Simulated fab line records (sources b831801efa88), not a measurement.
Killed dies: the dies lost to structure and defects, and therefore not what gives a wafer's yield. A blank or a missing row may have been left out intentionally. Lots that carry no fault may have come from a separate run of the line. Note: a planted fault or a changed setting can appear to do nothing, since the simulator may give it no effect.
Which tool did it?	flow sky130	Sampling: 6 lots, 18 wafers, 4 of 708 route steps

WHAT EACH GAUGE READ, for each wafer
SKY_VT_ADJUST_LVTN_TW_MEAS_21.
lot	measured	on	VT_ADJUST_LVTN_2_TW
L627	day 8 01:23	film metro-01	189.2 188.9 189.8
L630	day 8 18:58	film metro-01	189.6 189.0 188.9
L638	day 11 06:59	film metro-02	204.4 205.5 205.6
L644	day 13 11:13	film metro-03	187.3 188.0 187.6
L646	day 13 16:40	film metro-03	187.2 188.0 187.6
L649	day 14 12:25	film metro-02	189.6 188.7 189.4

WHAT TOOL EACH LOT RAN ON (gives the tool, then ch and the chambers of the sampled wafers, and finally the start)
lot	SKY_PWDE_STRIP_09	SKY_VT_ADJUST_HVTP_STRIP_10	SKY_VT_ADJUST_LVTN_IMPLANT_19
L627	plasma asher-02 ch 0,1, day 4 03:38	plasma asher-01 ch 0,1, day 6 10:04	implanter-02 ch 0, day 8 01:08
L630	plasma asher-02 ch 0,1, day 4 18:50	plasma asher-02 ch 0,1, day 7 02:32	implanter-02 ch 0, day 8 18:45
L638	plasma asher-01 ch 0,1, day 6 18:32	plasma asher-04 ch 0,1, day 9 08:49	implanter-04 ch 0, day 11 06:44
L644	plasma asher-02 ch 0,1, day 8 13:49	plasma asher-02 ch 0,1, day 11 09:59	implanter-03 ch 0, day 13 11:00
L646	plasma asher-02 ch 0,1, day 8 17:01	plasma asher-02 ch 0,1, day 11 14:59	implanter-03 ch 0, day 13 16:26
L649	plasma asher-03 ch 0,1, day 9 11:11	plasma asher-02 ch 0,1, day 12 09:34	implanter-03 ch 0, day 14 12:10
- SKY_PWDE_STRIP_09: strips in O2/N2.
- SKY_VT_ADJUST_HVTP_STRIP_10: strips in O2/N2.
- SKY_VT_ADJUST_LVTN_IMPLANT_19

THE ANSWER, worked out from the rows above alone
Rule: usual is defined by the lots themselves. The widest of any qualifying gaps counts: lots, ordered by their means at a reading, are off when they make up no more than a third of the lots, leave a main group of 4 or more, and stand apart from it by 3 or more times the standard deviation of that group's means. A main group is skipped when, at the precision printed for the reading in the tables above, its means are all equal. Also off: a lot with no number at a reading for which 4 or more lots have one. The other lots that the step has rows for count as sound.
Off: L638, at SKY_VT_ADJUST_LVTN_TW_MEAS_21 (VT_ADJUST_LVTN_2_TW). The main group: mean 188.6, standard deviation 0.79.
If a tool, at a process step before that reading, ran all the lots that are off and no sound lot after the first of them, it fits. The gauges at SKY_VT_ADJUST_LVTN_TW_MEAS_21 are tried like those tools. Can't be told from this: 3 tools fit, plasma asher-01 at SKY_PWDE_STRIP_09, plasma asher-04 at SKY_VT_ADJUST_HVTP_STRIP_10, implanter-04 at SKY_VT_ADJUST_LVTN_IMPLANT_19.

WHAT HAD BEEN PUT IN BY THE SIMULATOR
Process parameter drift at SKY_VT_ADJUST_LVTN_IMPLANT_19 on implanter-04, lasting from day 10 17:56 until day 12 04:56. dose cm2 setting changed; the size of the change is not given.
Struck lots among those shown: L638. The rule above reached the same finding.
